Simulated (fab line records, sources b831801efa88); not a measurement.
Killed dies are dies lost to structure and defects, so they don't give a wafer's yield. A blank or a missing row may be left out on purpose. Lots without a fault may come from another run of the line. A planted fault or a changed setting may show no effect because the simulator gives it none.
One fault seen from 2 desks | flow gf180mcu | each desk has only its own numbers; what lay behind them comes last

THE TOOL OWNER'S DESK: pvd_sputter-02
The tool's own readings at GF_M1_SPUTTER_01 (material TiN, target thk 30 nm, time 25 s): means of the sampled wafers that have a number, for each lot that ran on this tool. A lot is out of limits, marked OUT, if its mean lies more than 4 standard deviations from the usual mean; the brackets give that distance.
Columns: A = chamber_pressure_pa at GF_M1_SPUTTER_01, usual 0.4002 Pa; B = throttle_valve_pct at GF_M1_SPUTTER_01, usual 30.5 %
lot  | first seen here | A      | B
L680 | day 17 05:13    | 0.4023 | 30.9
L679 | day 17 07:28    | 0.4002 | 31.0
L682 | day 18 04:19    | 0.3998 | 29.6
L687 | day 20 04:57    | 0.3995 | 29.7
L692 | day 21 14:30    | 0.3999 | 30.8
L693 | day 21 21:12    | 0.3998 | 29.8
This desk's finding: nothing out of limits on any of the 6 lots.

THE METROLOGY DESK
What the gauges read, lot by lot, whatever tool the lot ran on: means of the sampled wafers that have a number. A lot is out of limits, marked OUT, if its mean lies more than 4 standard deviations from the usual mean; the brackets give that distance.
Columns: A = V5_CVD_02_THK at GF_V5_THK_MEAS_03, usual 1456 nm; B = TOP_METAL_ALCU_THK at GF_TOP_METAL_THK_MEAS_06, usual 896 nm
lot  | first seen here | A    | B
L677 | day 26 10:02    | 1460 | 919
L678 | day 26 23:32    | 1440 | 900
L680 | day 27 10:05    | 1441 | 894
L679 | day 27 11:45    | 1469 | 902
L681 | day 27 17:56    | 1457 | 886
L682 | day 28 05:25    | 1458 | 875
L683 | day 28 07:55    | 1462 | 906
L687 | day 29 19:01    | 1477 | 872
L692 | day 30 23:45    | 1463 | 903
L693 | day 31 04:29    | 1463 | 908
L695 | day 31 19:02    | 1448 | 900
L698 | day 33 00:37    | 1473 | 897
L699 | day 33 01:24    | 1449 | 893
This desk's finding: nothing out of limits on any of the 13 lots.

PUT TOGETHER
The tool owner's desk saw nothing out of limits.
The metrology desk saw nothing out of limits.

WHAT THE SIMULATOR HAD PUT IN
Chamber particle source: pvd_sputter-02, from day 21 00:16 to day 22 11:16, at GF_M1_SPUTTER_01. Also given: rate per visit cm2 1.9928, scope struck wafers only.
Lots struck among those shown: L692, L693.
